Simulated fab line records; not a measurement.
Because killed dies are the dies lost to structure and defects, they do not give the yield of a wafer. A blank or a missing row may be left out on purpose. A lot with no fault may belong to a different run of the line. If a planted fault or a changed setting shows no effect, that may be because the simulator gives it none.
Which of the tools did it? / flow gf180mcu / route of 602 steps, sampled at 1 step: 10 lots, 30 wafers

## WHAT THE GAUGES SHOWED, per wafer
GF_V2_BOW_MEAS_05.
lot=L200; measured=day 19 11:17; on=film metro-02; V2_BOW (um)=97 105 94
lot=L201; measured=day 19 15:04; on=film metro-01; V2_BOW (um)=96 88 101
lot=L205; measured=day 21 13:34; on=film metro-04; V2_BOW (um)=102 106 104
lot=L208; measured=day 22 03:32; on=film metro-01; V2_BOW (um)=99 99 92
lot=L212; measured=day 23 15:30; on=film metro-02; V2_BOW (um)=94 106 90
lot=L213; measured=day 24 02:54; on=film metro-04; V2_BOW (um)=101 97 104
lot=L215; measured=day 24 20:30; on=film metro-01; V2_BOW (um)=99 93 102
lot=L220; measured=day 26 05:45; on=film metro-01; V2_BOW (um)=92 91 88
lot=L222; measured=day 26 17:25; on=film metro-04; V2_BOW (um)=113 104 101
lot=L223; measured=day 27 00:16; on=film metro-01; V2_BOW (um)=106 98 84

## TOOL THAT RAN EACH LOT (tool first, then ch and the chambers of the sampled wafers, then the start)
Before these readings, the record contains no process step.

## THE ANSWER, worked out from the rows above alone
Rule: usual is defined by the lots themselves. Put in order of their means at a reading, lots are off if they are a third of the lots or fewer, leave a main group of 4 or more, and stand apart from it by a gap of 3 or more times the standard deviation of the main group's means; of several such gaps the widest counts. Not used: any main group whose means are identical at the precision the tables above print for the reading. Also off: a lot with no number at a reading for which 4 or more lots have one. The other lots that the step has rows for count as sound.
None of the lots is off at any reading shown; this tells nothing.

## WHAT THE SIMULATOR PUT IN
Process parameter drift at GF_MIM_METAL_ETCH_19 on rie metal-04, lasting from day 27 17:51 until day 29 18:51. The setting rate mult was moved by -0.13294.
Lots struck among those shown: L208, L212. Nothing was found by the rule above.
